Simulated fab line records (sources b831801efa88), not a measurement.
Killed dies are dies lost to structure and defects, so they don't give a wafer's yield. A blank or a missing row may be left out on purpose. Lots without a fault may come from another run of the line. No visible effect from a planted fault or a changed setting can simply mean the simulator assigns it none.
Chamber matching :: flow gf180mcu :: GF_V1_CVD_02 on pecvd-04 has 3 sister chambers
The step deposits SiO2 from TEOS, target thk 850 nm, time 94.851 s. 3 wafers are shown with their chamber, then 10 later ones without.

## WAFERS WITH THEIR CHAMBER
wafer: L087.4
chamber: 2
heater power w (W): 752

wafer: L090.2
chamber: 0
heater power w (W): 576

wafer: L090.3
chamber: 1
heater power w (W): 660

## WAFERS WHOSE CHAMBER IS MISSING
wafer: L090.5
heater power w (W): 585

wafer: L094.3
heater power w (W): 617

wafer: L094.4
heater power w (W): 699

wafer: L094.6
heater power w (W): 746

wafer: L095.3
heater power w (W): 753

wafer: L095.4
heater power w (W): 597

wafer: L095.5
heater power w (W): 645

wafer: L097.2
heater power w (W): 605

wafer: L097.4
heater power w (W): 521

wafer: L097.6
heater power w (W): 666

## CHAMBER TAKEN BY EACH
wafer: L090.5
from the rows above: 0
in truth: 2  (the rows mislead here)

wafer: L094.3
from the rows above: can't be placed: 0 or 1
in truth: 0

wafer: L094.4
from the rows above: can't be placed: 1 or 2
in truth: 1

wafer: L094.6
from the rows above: 2
in truth: 2

wafer: L095.3
from the rows above: 2
in truth: 2

wafer: L095.4
from the rows above: can't be placed: 0 or 1
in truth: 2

wafer: L095.5
from the rows above: can't be placed: 1 or 0
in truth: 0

wafer: L097.2
from the rows above: can't be placed: 0 or 1
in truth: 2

wafer: L097.4
from the rows above: 0
in truth: 0

wafer: L097.6
from the rows above: 1
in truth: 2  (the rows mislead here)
Correct placement for 3 of the 10. These rows do not allow placing 5 (true chamber among the candidates in 3). Number placed wrongly: 2.
How it was worked out, from the rows above alone: a wafer's distance from a chamber is the root of the sum, over the readings, of the square of ((its reading less the chamber's mean) divided by the reading's scatter). If the next closest chamber is less than 2 further off than the closest, the wafer can't be placed; otherwise it belongs to the closest. The mean given for a chamber averages the wafers shown for that chamber. The scatter: with one shown wafer a chamber, the root of the mean of the squares of how far each hidden wafer lies from its nearest shown one.
